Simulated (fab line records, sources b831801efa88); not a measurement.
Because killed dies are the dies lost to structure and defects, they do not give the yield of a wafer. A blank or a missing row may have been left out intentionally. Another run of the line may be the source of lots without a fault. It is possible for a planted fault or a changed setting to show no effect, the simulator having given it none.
Chamber matching | flow sfqLine | 4 sister chambers for SFQ_TRILAYER_I4_CMP_CMP_100 on cmp-01
The step polishes SiO2. 8 wafers are shown with their chamber, then 10 later ones without.

WAFERS WITH THEIR CHAMBER
wafer  | chamber | motorCurrentA (A) | timeToEndpointS (s)
L645.2 | 1       | 10.0              | 207
L645.5 | 2       | 9.9               | 216
L646.1 | 1       | 9.8               | 203
L647.4 | 0       | 8.9               | 235
L647.1 | 2       | 10.1              | 225
L647.5 | 3       | 10.6              | 225
L648.2 | 0       | 8.4               | 230
L648.3 | 3       | 9.9               | 220

WAFERS MISSING THEIR CHAMBER
wafer  | motorCurrentA (A) | timeToEndpointS (s)
L648.6 | 9.4               | 212
L654.2 | 9.9               | 204
L654.5 | 10.0              | 208
L654.6 | 8.7               | 221
L659.1 | 10.5              | 211
L659.4 | 10.2              | 209
L659.5 | 10.2              | 204
L663.2 | 9.1               | 223
L663.4 | 9.7               | 210
L663.5 | 9.9               | 202

CHAMBER TAKEN BY EACH
wafer  | from the rows above          | in truth
L648.6 | can't be placed: 1 or 2 or 3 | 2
L654.2 | 1                            | 1
L654.5 | 1                            | 1
L654.6 | can't be placed: 0 or 2      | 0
L659.1 | can't be placed: 1 or 2 or 3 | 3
L659.4 | can't be placed: 1 or 2 or 3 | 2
L659.5 | 1                            | 1
L663.2 | can't be placed: 0 or 2 or 3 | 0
L663.4 | can't be placed: 1 or 2      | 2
L663.5 | 1                            | 1
Correct placement for 4 of the 10. From these rows, 6 cannot be placed; in 6 the true chamber is one of the candidates. Number placed wrongly: 0.
How it was worked out, from the rows above alone: a wafer's distance from a chamber is the root of the sum, over the readings, of the square of ((its reading less the chamber's mean) divided by the reading's scatter). The wafer belongs to the nearest chamber; if the next one is less than 2 further off, it can't be placed. A chamber's mean is the mean of its shown wafers. How the scatter is found: for the shown wafers, subtract from each reading the mean of its chamber, square and add these, divide the total by (wafers less chambers), then take the root.
